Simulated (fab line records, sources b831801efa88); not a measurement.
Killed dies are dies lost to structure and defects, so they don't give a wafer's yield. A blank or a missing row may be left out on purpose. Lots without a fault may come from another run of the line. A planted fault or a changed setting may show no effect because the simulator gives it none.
Which tool did it? | flow sfq_line | 15 lots, 45 wafers sampled, at 4 steps of a route of 325

WHAT THE GAUGES READ, wafer by wafer
SFQ_M4_OVL_MEAS_926.
lot  | measured     | on         | M4_OVL (nm)
L504 | day 49 15:50 | overlay-02 | -5 -10 -8
L505 | day 49 21:50 | overlay-01 | -5 5 -2
L506 | day 53 10:35 | overlay-01 | -13 -6 -9
L507 | day 53 11:46 | overlay-01 | -9 -3 -2
L508 | day 53 17:46 | overlay-01 | 7 -2 2
L513 | day 54 08:11 | overlay-02 | -9 -9 -11
L515 | day 54 11:47 | overlay-01 | -1 1 1
L517 | day 54 22:32 | overlay-01 | -5 -1 -1
L518 | day 54 23:44 | overlay-01 | 6 1 3
L519 | day 57 08:21 | overlay-02 | -4 -3 -7
L520 | day 58 15:16 | overlay-02 | -8 -1 -3
L521 | day 59 00:53 | overlay-01 | -7 -5 -7
L522 | day 59 13:00 | overlay-02 | 6 5 4
L523 | day 59 16:35 | overlay-02 | -3 2 0
L524 | day 64 07:07 | overlay-01 | -2 1 -2

SFQ_I7_OVL_MEAS_947.
lot  | measured     | on         | I7_OVL (nm)
L504 | day 81 14:32 | overlay-01 | -6 5 -3
L505 | day 81 18:08 | overlay-02 | -12 -4 -5
L506 | day 82 01:20 | overlay-02 | - - -
L507 | day 82 04:32 | overlay-02 | - - -
L508 | day 82 05:44 | overlay-02 | - - -
L513 | day 82 11:46 | overlay-02 | 2 5 3
L515 | day 85 13:22 | overlay-02 | -3 -6 1
L517 | day 85 21:49 | overlay-02 | -6 -2 -7
L518 | day 86 04:01 | overlay-02 | 11 9 4
L519 | day 86 19:26 | overlay-02 | 1 -9 0
L520 | day 87 00:24 | overlay-02 | -7 -9 -7
L521 | day 87 08:57 | overlay-02 | 11 9 16
L522 | day 87 22:39 | overlay-01 | -6 -8 1
L523 | day 87 23:51 | overlay-01 | -10 -13 -7
L524 | day 88 21:52 | overlay-02 | -7 -8 -5

WHICH TOOL RAN EACH LOT (tool, then ch and the chambers of the sampled wafers, then the start)
lot  | SFQ_TRILAYER_M4_ETCH_METAL_ETCH_096 | SFQ_TRILAYER_M6_LITHO_PEB_162
L504 | rie_metal-01 ch 0,1, day 49 15:58   | litho_track-03 ch 0, day 76 06:25
L505 | rie_metal-01 ch 1, day 49 21:59     | litho_track-01 ch 0, day 76 08:46
L506 | rie_metal-02 ch 0,1, day 53 10:40   | litho_track-02, day 76 17:11
L507 | rie_metal-04 ch 0,1, day 53 11:52   | litho_track-02, day 76 18:22
L508 | rie_metal-04 ch 0,1, day 53 17:52   | litho_track-02, day 76 19:34
L513 | rie_metal-02 ch 0,1, day 54 08:19   | litho_track-03 ch 0, day 77 04:02
L515 | rie_metal-02 ch 0,1, day 54 11:55   | litho_track-01 ch 0, day 77 07:37
L517 | rie_metal-04 ch 0,1, day 54 22:37   | litho_track-02 ch 0, day 77 18:23
L518 | rie_metal-02 ch 0, day 54 23:53     | litho_track-01 ch 0, day 77 21:58
L519 | rie_metal-01 ch 1, day 57 08:26     | litho_track-01 ch 0, day 79 10:04
L520 | rie_metal-04 ch 0,1, day 58 15:24   | litho_track-02 ch 0, day 79 14:53
L521 | rie_metal-02 ch 0,1, day 59 00:59   | litho_track-01 ch 0, day 80 11:25
L522 | rie_metal-02 ch 1, day 59 13:12     | litho_track-02 ch 0, day 80 22:50
L523 | rie_metal-04 ch 0,1, day 59 16:41   | litho_track-02 ch 0, day 81 00:01
L524 | rie_metal-01 ch 0,1, day 64 07:13   | litho_track-03 ch 0, day 82 12:38
- SFQ_TRILAYER_M4_ETCH_METAL_ETCH_096: etches Nb in Cl2/Ar, stops on SiO2, target depth 240 nm, time 120 s.
- SFQ_TRILAYER_M6_LITHO_PEB_162: peb time 60 s.

WHAT THE TOOLS THEMSELVES READ (means of the sampled wafers that have a number; where no wafer has one, the mark that the record gives instead)
SFQ_TRILAYER_M4_ETCH_METAL_ETCH_096.
lot  | tool         | drypump_motor_current_A (A) | oes_product_au (a.u.)
L504 | rie_metal-01 | 5.60                        | 0.897
L505 | rie_metal-01 | 5.60                        | 0.887
L506 | rie_metal-02 | 5.60                        | 0.886
L507 | rie_metal-04 | 5.83                        | 0.893
L508 | rie_metal-04 | 5.88                        | 0.897
L513 | rie_metal-02 | 5.50                        | 0.896
L515 | rie_metal-02 | 5.51                        | 0.900
L517 | rie_metal-04 | 5.84                        | 0.893
L518 | rie_metal-02 | 5.73                        | 0.889
L519 | rie_metal-01 | 5.61                        | 0.901
L520 | rie_metal-04 | 5.88                        | 0.890
L521 | rie_metal-02 | 5.60                        | 0.893
L522 | rie_metal-02 | 5.40                        | 0.882
L523 | rie_metal-04 | 5.88                        | 0.905
L524 | rie_metal-01 | 5.60                        | 0.884

SFQ_TRILAYER_M6_LITHO_PEB_162.
lot  | tool           | chill_plate_temp_C (C) | exhaust_pa (Pa)
L504 | litho_track-03 | 23.00                  | 45.5
L505 | litho_track-01 | 22.95                  | 46.4
L506 | litho_track-02 | -                      | -
L507 | litho_track-02 | -                      | -
L508 | litho_track-02 | -                      | -
L513 | litho_track-03 | 22.83                  | 45.1
L515 | litho_track-01 | 22.95                  | 46.0
L517 | litho_track-02 | 23.28                  | 45.5
L518 | litho_track-01 | 23.05                  | 45.7
L519 | litho_track-01 | 23.02                  | 44.5
L520 | litho_track-02 | 23.17                  | 43.6
L521 | litho_track-01 | 23.07                  | 45.3
L522 | litho_track-02 | 23.14                  | 44.7
L523 | litho_track-02 | 23.08                  | 45.6
L524 | litho_track-03 | 22.96                  | 44.1

THE ANSWER, worked out from the rows above alone
Rule: what is usual is taken from the lots themselves. Put in order of their means at a reading, lots are off if they are a third of the lots or fewer, leave a main group of 4 or more, and stand apart from it by a gap of 3 or more times the standard deviation of the main group's means; of several such gaps the widest counts. A main group whose means are all the same, to the digits that the tables above print for the reading, isn't used. A lot without any number at a reading at which 4 lots or more have one is off too. The other lots that the step has rows for count as sound. The gauges are gone through in route order, then the tools' own readings, and for those a lot's mean is taken as printed above. The first step at which some lot is off is used, and at that step the reading that is off furthest; a lot without a number counts as furthest.
Off: L506, L507, L508, at SFQ_I7_OVL_MEAS_947 (I7_OVL). Without a number there: L506, L507, L508. The main group: mean -2 nm, standard deviation 6.3.
A tool fits if, at a process step before that reading, it ran every lot that is off, and no sound lot after the first of them. The gauges at SFQ_I7_OVL_MEAS_947 aren't tried: what is off there is off at SFQ_TRILAYER_M6_LITHO_PEB_162 too, on other tools, and a gauge's error can't cause that. None of those tried fits.

WHAT THE SIMULATOR HAD PUT IN
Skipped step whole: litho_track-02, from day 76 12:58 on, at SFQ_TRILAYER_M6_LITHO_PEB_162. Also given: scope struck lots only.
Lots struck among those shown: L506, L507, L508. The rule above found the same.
